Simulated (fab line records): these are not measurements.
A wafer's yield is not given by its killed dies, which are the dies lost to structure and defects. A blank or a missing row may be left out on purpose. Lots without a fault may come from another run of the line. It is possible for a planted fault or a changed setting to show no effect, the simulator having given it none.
Struck lot and sound lot, side by side / flow sky130 / 15 steps out of a route of 708
Sound: the wafers L145.2, L145.4, L145.6. Struck: wafer L165.1; the same lot's L165.2 was not struck, so it is left out; see the end for the cause.
At each step with rows: each side's tool, then ch and its chambers, then its first start. Under that, the readings that differ: sound wafers / struck wafers / difference of the means / sigmas: that difference in standard deviations of wafers without a fault.
alike: words and numbers the same on both sides, and readings whose means are apart by under 2 such deviations; not compared: readings that were withheld, readings missing a value for some wafer, numbers with overlapping values and no deviation given by the record, and bounds like >300 which may hide the same value.
Wherever a step has rows on one side only, a row that says differs or no value, or a row with sigmas, the two part there. When numbers do not overlap yet have no deviation, they are printed without sigmas and do not part them. A reading missing from all wafers of one side parts the sides only when that side holds two or more wafers.

SKY_VIA3_CD_MEAS_12 targets a cd of 200 nm.
  sound: cd-sem-01 at day 40 17:25; struck: cd-sem-02 at day 45 19:17
reading=cd-nm (nm); sound=199.5 201.0 200.8; struck=197.2; difference=-3.2; sigmas=-2
SKY_VIA3_OVL_MEAS_13:
  sound: overlay-01 at day 40 17:31; struck: overlay-02 at day 45 19:25
  alike: VIA3_OVL
SKY_VIA3_ETCH_14: etches BARC in N2/H2, stops on SiO2, time 45.9 s, target depth 60 nm.
  sound on rie-diel-02 ch 1,2,3, day 40 17:32; struck on rie-diel-04 ch 0, day 45 19:26
reading=drypump-motor-current-A (A); sound=5.9 6.2 5.2; struck=4.9; difference=-0.9; sigmas=-2
  alike: oes-product-au, throttle-valve-pct
  not compared: rf-hours-counter-h
SKY_VIA3_ETCH_15: etches SiO2 in C4F8/O2/Ar, stops on TiN, target depth 507 nm, time 78 s.
  sound on rie-diel-02 ch 1,2,3, day 40 17:35; struck on rie-diel-04 ch 0, day 45 19:29
  alike: oes-product-au
  not compared: rf-hours-counter-h
SKY_VIA3_STRIP_16: strips in O2/N2.
  sound on plasma-asher-02 ch 1, day 40 17:39; struck on plasma-asher-03 ch 1, day 45 19:33
reading=drypump-motor-current-A (A); sound=5.4 5.4 5.4; struck=6.6; difference=+1.2; sigmas=+3
  alike: oes-product-au, strip-time-to-endpoint-s
  not compared: rf-hours-counter-h
then, 3 steps without rows for these wafers: SKY_VIA3_STRIP_17 (strips in post etch residue remover, time 1200 s); SKY_VIA3_CLEAN_18 (cleans in IPA, time 180 s); SKY_VIA3_CLEAN_19 (cleans in O3/DIW).
SKY_VIA3_SPUTTER_20: material TiN, target thk 20 nm, time 80 s.
  sound: pvd-sputter-01 at day 40 18:17; struck: pvd-sputter-04 at day 45 20:09
  alike: chamber-pressure-pa, throttle-valve-pct
then, 1 step without rows for these wafers: SKY_VIA3_CVD_21 (deposits W, target thk 390 nm, time 117.31 s).
SKY_VIA3_RS_MEAS_22: uses a four-point probe to measure.
  sound: film-metro-01 at day 40 18:29; struck: film-metro-04 at day 45 20:20
  alike: VIA3_W_RS
SKY_VIA3_THK_MEAS_23: measures by xrf.
  sound: film-metro-01 at day 40 18:36; struck: film-metro-04 at day 45 20:28
reading=VIA3_W_THK (nm); sound=407 407 402; struck=389; difference=-16; sigmas=-2
SKY_VIA3_CMP_24: polishes, stops on SiO2, t overpolish 20 s, target thk 0 nm.
  sound on cmp-01 ch 0,1,3, day 40 18:42; struck on cmp-01 ch 1, day 45 20:31
reading=overpolish-run-s (s); sound=19.995 20.009 20.005; struck=0.045; difference=-19.958; sigmas=-99 or more
reading=time-to-endpoint-s (s); sound=98 99 95; struck=149; difference=+52; sigmas=+15
  alike: motor-current-A
SKY_METAL4_SPUTTER_00: material Ti, target thk 15 nm, time 10 s.
  the record has rows for the sound wafers here (pvd-sputter-03, day 40 18:57) and none for the struck ones
-- the record jumps here: 5 days lie between the struck wafers' starts before and after (it left off in module METAL4 and takes up again in module PAD_OPEN, whose first step shown is number 708 of the route) --
SKY_PAD_OPEN_PROBE_99:
  sound: prober-02 at day 46 18:43; struck: prober-02 at day 50 17:09
reading=defect-limited-yield (%); sound=85.4 82.1 85.2; struck=0; difference=-84; sigmas=-42
reading=killed_at_M0_to_M3; sound=32 52 42; struck=451; difference=+409; sigmas=+56
reading=killed-dies; sound=72 88 73; struck=492; difference=+414; sigmas=+42
reading=killed-on-rim; sound=12 16 15; struck=96; difference=+82; sigmas=+21
reading=killed-open; sound=35 45 34; struck=55; difference=+17; sigmas=+2
reading=sort_bin_3_pad_short (%); sound=0.6 0.2 1.4; struck=82.3; difference=+81.6; sigmas=+99 or more
reading=sort-n-pass; sound=420 404 419; struck=0; difference=-414; sigmas=-42
reading=sort-yield-pct (%); sound=85.4 82.1 85.2; struck=0; difference=-84; sigmas=-42
  alike: killed_at_M4_up, killed-at-contacts, killed-at-front-end, killed-at-other, killed-short, sort_bin_5_function, sort_bin_6_memory

== WHERE THEY PART ==
Earliest at SKY_VIA3_CD_MEAS_12; latest, in this record, at SKY_PAD_OPEN_PROBE_99.

WHY: the cause the simulator had injected
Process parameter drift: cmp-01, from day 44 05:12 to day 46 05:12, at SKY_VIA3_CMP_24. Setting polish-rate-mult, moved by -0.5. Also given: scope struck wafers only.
